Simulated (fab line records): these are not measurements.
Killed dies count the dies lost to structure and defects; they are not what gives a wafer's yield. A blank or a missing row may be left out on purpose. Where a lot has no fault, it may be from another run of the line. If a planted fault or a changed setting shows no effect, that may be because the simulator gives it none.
2 desks looking at one fault + flow sky130 + numbers are kept per desk, each desk with only its own; the story behind them comes last

== FOR THE TOOL OWNER'S DESK: pvd_sputter-04 ==
The tool's own readings at SKY_CAPM_SPUTTER_02 (material TiN, target thk 200 nm, time 166.7 s): means of the sampled wafers that have a number, for each lot that ran on this tool. Marked OUT: a lot whose mean sits more than 4 standard deviations from the usual mean, which makes it out of limits; the brackets give that distance.
Columns: A = cathode_dc_power_W at SKY_CAPM_SPUTTER_02, usual 6500.1 W; B = substrate_temp_c at SKY_CAPM_SPUTTER_02, usual 300.00 C; C = throttle_valve_pct at SKY_CAPM_SPUTTER_02, usual 29.9 %
| lot  | first seen here | A      | B      | C    |
|------|-----------------|--------|--------|------|
| L330 | day 39 04:26    | 6499.6 | 299.90 | 30.5 |
| L331 | day 39 07:05    | 6499.2 | 299.78 | 30.3 |
| L343 | day 42 00:20    | 6500.2 | 299.96 | 30.1 |
| L345 | day 42 12:15    | 6501.0 | 299.74 | 29.6 |
| L346 | day 42 17:22    | 6500.2 | 300.03 | 29.7 |
| L347 | day 42 22:49    | 6500.3 | 299.96 | 29.9 |
This desk found nothing out of limits on any of the 6 lots.

== THE METROLOGY DESK ==
What the gauges read, lot by lot, whatever tool the lot ran on: means of the sampled wafers that have a number. Marked OUT: a lot whose mean sits more than 4 standard deviations from the usual mean, which makes it out of limits; the brackets give that distance.
Columns: A = CAPM_TIN_RS at SKY_CAPM_RS_MEAS_03, usual 6.92 ohm/sq; B = CAPM_TIN_THK at SKY_CAPM_THK_MEAS_04, usual 199.2 nm
| lot  | first seen here | A               | B                |
|------|-----------------|-----------------|------------------|
| L326 | day 37 07:00    | 6.84            | 201.1            |
| L330 | day 39 04:32    | 6.51 (-5.6) OUT | 213.1 (+6.1) OUT |
| L331 | day 39 07:12    | 6.50 (-5.7) OUT | 209.8 (+4.6) OUT |
| L341 | day 41 07:38    | 6.84            | 201.8            |
| L342 | day 41 20:11    | 6.89            | 202.7            |
| L343 | day 42 00:27    | 7.00            | 197.4            |
| L344 | day 42 04:10    | 7.00            | 198.2            |
| L345 | day 42 12:22    | 6.91            | 200.2            |
| L346 | day 42 17:30    | 6.98            | 198.2            |
| L347 | day 42 22:55    | 7.00            | 197.9            |
This desk finds L330, L331 out of limits, with the earliest case on L330 at day 39 04:32 (CAPM_TIN_RS at SKY_CAPM_RS_MEAS_03). Within limits: L326, L341, L342, L343, L344, L345, L346, L347.

== ALL TOGETHER ==
At day 39 04:32 the metrology desk could have sounded an alarm, on L330, L331.
The desk of the tool owner found nothing out of limits.
The tool owner's desk has L330, L331 on record, within its limits.
Of the lots named, all ran SKY_CAPM_SPUTTER_02 on pvd_sputter-04.

== WHAT HAD BEEN PUT IN BY THE SIMULATOR ==
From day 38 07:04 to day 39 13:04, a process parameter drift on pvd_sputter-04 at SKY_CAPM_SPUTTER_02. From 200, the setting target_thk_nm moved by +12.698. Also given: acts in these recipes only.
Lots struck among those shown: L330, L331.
Per desk, hours elapsed from the start of the fault to the first reading out of limits: for the metrology desk, 21.
